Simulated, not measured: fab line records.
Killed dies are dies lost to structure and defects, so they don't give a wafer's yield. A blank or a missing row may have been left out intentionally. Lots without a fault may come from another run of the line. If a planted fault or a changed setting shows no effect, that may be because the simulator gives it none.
Comparing a struck lot with a sound one -- flow sky130 -- 15 out of 708 route steps
Sound: the wafers L445.1, L445.3, L445.4. Struck: wafer L459.1 (L459.2, L459.5, from the same lot, were not struck and are left out); the cause is given at the end.
At each step with rows: each side's tool, then ch and its chambers, then its first start. Under that, the readings that differ: sound wafers -- struck wafers -- difference of the means -- sigmas: that difference in standard deviations of wafers without a fault.
alike: same words and numbers on both sides, and readings whose means sit less than 2 such deviations apart. not compared: any withheld reading, any reading some wafer has no value for, any bound like >300 that may hide the same value, and any number with overlapping values for which the record gives no deviation.
Wherever a step has rows on one side only, a row that says differs or no value, or a row with sigmas, the two part there. When numbers do not overlap yet have no deviation, they are printed without sigmas and do not part them. Lack of a reading on every wafer of one side parts them only where that side has two or more wafers.

first, 3 steps without rows for these wafers: SKY_METAL1_EXPOSE_12 (exposes mask MM1, target cd 140 nm); SKY_METAL1_PEB_13; SKY_METAL1_DEVELOP_14 (develop time 60 s).
SKY_METAL1_CD_MEAS_15: target cd 140 nm.
  sound on cd-sem-02, day 33 15:56; struck on cd-sem-02, day 37 20:46
  alike: cd-nm
SKY_METAL1_OVL_MEAS_16:
  sound on overlay-02, day 33 16:03; struck on overlay-02, day 37 20:53
  alike: METAL1_OVL
SKY_METAL1_DESCUM_17: chemistry O2, time 8 s.
  sound on rie-metal-03 ch 0,1, day 33 16:05; struck on rie-metal-04 ch 1, day 37 20:56
reading,sound,struck,difference,sigmas
oes-product-au (a.u.),0.997 1.004 1.012,0.985,-0.019,-2
  alike: drypump-motor-current-A, temp-c
  not compared: rf-hours-counter-h
SKY_METAL1_ETCH_18: etches BARC in N2/H2, stops on SiO2, time 45.9 s, target depth 60 nm.
  sound on rie-metal-03 ch 0,1, day 33 16:07; struck on rie-metal-04 ch 1, day 37 20:58
  alike: drypump-motor-current-A, oes-product-au, throttle-valve-pct
  not compared: rf-hours-counter-h
SKY_METAL1_METAL_ETCH_19: etches the open film in Cl2/BCl3, stops on SiO2, target depth 360 nm, time 78 s.
  sound on rie-metal-03 ch 0,1, day 33 16:11; struck on rie-metal-04 ch 1, day 37 21:01
  alike: drypump-motor-current-A, oes-product-au, throttle-valve-pct
  not compared: rf-hours-counter-h
SKY_METAL1_STRIP_20: strips in O2/N2.
  sound on plasma-asher-01 ch 0,1, day 33 16:16; struck on plasma-asher-04 ch 1, day 37 21:07
  alike: drypump-motor-current-A, o2-flow-sccm, oes-product-au, strip-time-to-endpoint-s
  not compared: rf-hours-counter-h
then, 3 steps without rows for these wafers: SKY_METAL1_STRIP_21 (strips in post etch residue remover, time 1200 s); SKY_METAL1_CLEAN_22 (cleans in IPA, time 180 s); SKY_METAL1_CLEAN_23 (cleans in O3/DIW).
SKY_VIA1_HDPCVD_00: deposits SiO2, target thk 1030 nm, time 171.7 s.
  sound on hdpcvd-01 ch 0,1, day 33 16:54; struck on hdpcvd-02 ch 0, day 37 21:43
reading,sound,struck,difference,sigmas
run-length-s (s),199.3 200.1 200.0,181.9,-17.9,-34
model.SiO2_of_VIA1_HDPCVD_00.thk-nm (nm),1035 1040 1030,926.9,-108.1,
SKY_VIA1_THK_MEAS_01:
  sound on film-metro-04, day 33 17:04; struck on film-metro-01, day 37 21:50
reading,sound,struck,difference,sigmas
VIA1_HDPCVD_THK (nm),1035 1041 1029,927,-108,-11
SKY_VIA1_CMP_02: polishes SiO2.
  sound on cmp-02 ch 0,1,3, day 33 17:08; struck on cmp-02 ch 0, day 37 21:53
  alike: motor-current-A, platen-rpm, slurry-filter-dp-kPa

WHERE THEY PART
At SKY_METAL1_DESCUM_17 first; at SKY_VIA1_THK_MEAS_01 last (within this record only). Later steps at which nothing parts them and some readings are alike: SKY_VIA1_CMP_02.

WHY: what had been put in by the simulator
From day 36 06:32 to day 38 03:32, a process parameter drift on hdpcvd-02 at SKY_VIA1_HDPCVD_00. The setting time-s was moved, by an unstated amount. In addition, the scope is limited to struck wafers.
